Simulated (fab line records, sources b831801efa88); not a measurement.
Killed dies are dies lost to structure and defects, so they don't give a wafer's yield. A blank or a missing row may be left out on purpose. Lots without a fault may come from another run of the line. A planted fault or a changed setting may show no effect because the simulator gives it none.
Which tool did it? | flow sky130 | 13 lots, 39 wafers sampled, at 3 steps of a route of 708

WHAT THE GAUGES READ, wafer by wafer
SKY_LOCAL_INTERCONNECT_THK_MEAS_02: measures by xrf.
lot  | measured     | on            | LOCAL_INTERCONNECT_TIN_THK (nm)
L744 | day 28 18:47 | film_metro-04 | 100.9 100.4 100.7
L747 | day 29 21:51 | film_metro-02 | 102.2 100.5 100.6
L748 | day 31 01:18 | film_metro-03 | 101.3 101.5 101.8
L755 | day 33 02:04 | film_metro-04 | 100.4 101.3 101.0
L756 | day 33 05:13 | film_metro-02 | 99.6 99.1 99.3
L757 | day 33 10:21 | film_metro-02 | 102.1 101.9 100.9
L759 | day 34 01:05 | film_metro-04 | 100.8 102.1 101.0
L760 | day 34 05:14 | film_metro-04 | 100.5 101.0 100.9
L761 | day 34 16:55 | film_metro-02 | 99.6 102.1 100.7
L762 | day 34 18:51 | film_metro-04 | 103.4 102.4 102.7
L764 | day 35 10:31 | film_metro-04 | 100.6 100.7 100.0
L766 | day 36 14:41 | film_metro-02 | 101.7 101.4 102.7
L767 | day 36 14:18 | film_metro-03 | 99.2 100.2 100.5

SKY_CONTACT_BOW_MEAS_05.
lot  | measured     | on            | CONTACT_BOW (um)
L744 | day 30 00:28 | film_metro-01 | 85 83 80
L747 | day 31 01:58 | film_metro-04 | 72 76 86
L748 | day 32 04:56 | film_metro-03 | 81 84 89
L755 | day 34 06:11 | film_metro-01 | 84 87 89
L756 | day 34 09:32 | film_metro-03 | 90 91 86
L757 | day 34 14:17 | film_metro-03 | 79 79 85
L759 | day 35 04:46 | film_metro-01 | 94 98 79
L760 | day 35 09:11 | film_metro-01 | 95 82 92
L761 | day 35 20:11 | film_metro-03 | 73 78 78
L762 | day 35 22:59 | film_metro-03 | 88 87 81
L764 | day 36 12:35 | film_metro-04 | 85 87 84
L766 | day 37 18:03 | film_metro-01 | 85 84 64
L767 | day 37 17:26 | film_metro-04 | 79 87 86

WHICH TOOL RAN EACH LOT (tool, then ch and the chambers of the sampled wafers, then the start)
lot  | SKY_NWELL_EXPOSE_07
L744 | iline_stepper-02 ch 0, day 4 04:01
L747 | iline_stepper-01 ch 0, day 4 20:44
L748 | iline_stepper-02 ch 0, day 5 14:06
L755 | iline_stepper-02 ch 0, day 6 20:27
L756 | iline_stepper-01 ch 0, day 7 03:18
L757 | iline_stepper-02 ch 0, day 7 06:59
L759 | iline_stepper-02 ch 0, day 7 17:49
L760 | iline_stepper-01 ch 0, day 7 22:42
L761 | iline_stepper-02 ch 0, day 8 04:21
L762 | iline_stepper-02 ch 0, day 8 10:19
L764 | iline_stepper-01 ch 0, day 8 22:49
L766 | iline_stepper-02 ch 0, day 9 16:56
L767 | iline_stepper-01 ch 0, day 9 17:10
- SKY_NWELL_EXPOSE_07: exposes mask NWM, target cd 840 nm.

WHAT THE TOOLS THEMSELVES READ (means of the sampled wafers that have a number; where no wafer has one, the mark that the record gives instead)
SKY_NWELL_EXPOSE_07.
lot  | tool             | exposure_dose_mJ_cm2 | reticle_temp_C (C) | stage_vel_mm_s (mm/s)
L744 | iline_stepper-02 | 255.14               | 23.02              | 500.13
L747 | iline_stepper-01 | 255.09               | 23.10              | 500.21
L748 | iline_stepper-02 | 254.82               | 23.07              | 500.07
L755 | iline_stepper-02 | 255.00               | 23.04              | 500.05
L756 | iline_stepper-01 | 255.05               | 23.07              | 500.04
L757 | iline_stepper-02 | 255.17               | 22.91              | 500.26
L759 | iline_stepper-02 | 255.18               | 23.07              | 499.78
L760 | iline_stepper-01 | 255.31               | 22.92              | 499.46
L761 | iline_stepper-02 | 255.32               | 23.00              | 499.72
L762 | iline_stepper-02 | 254.89               | 22.91              | 499.86
L764 | iline_stepper-01 | 254.69               | 22.93              | 500.16
L766 | iline_stepper-02 | 254.99               | 22.94              | 500.08
L767 | iline_stepper-01 | 254.87               | 22.80              | 500.42

THE ANSWER, worked out from the rows above alone
Rule: what is usual is taken from the lots themselves. Put in order of their means at a reading, lots are off if they are a third of the lots or fewer, leave a main group of 4 or more, and stand apart from it by a gap of 3 or more times the standard deviation of the main group's means; of several such gaps the widest counts. A main group whose means are all the same, to the digits that the tables above print for the reading, isn't used. A lot without any number at a reading at which 4 lots or more have one is off too. The other lots that the step has rows for count as sound. The gauges are gone through in route order, then the tools' own readings, and for those a lot's mean is taken as printed above. The first step at which some lot is off is used, and at that step the reading that is off furthest; a lot without a number counts as furthest.
No lot is off at any reading shown: from this, nothing can be told.

WHAT THE SIMULATOR HAD PUT IN
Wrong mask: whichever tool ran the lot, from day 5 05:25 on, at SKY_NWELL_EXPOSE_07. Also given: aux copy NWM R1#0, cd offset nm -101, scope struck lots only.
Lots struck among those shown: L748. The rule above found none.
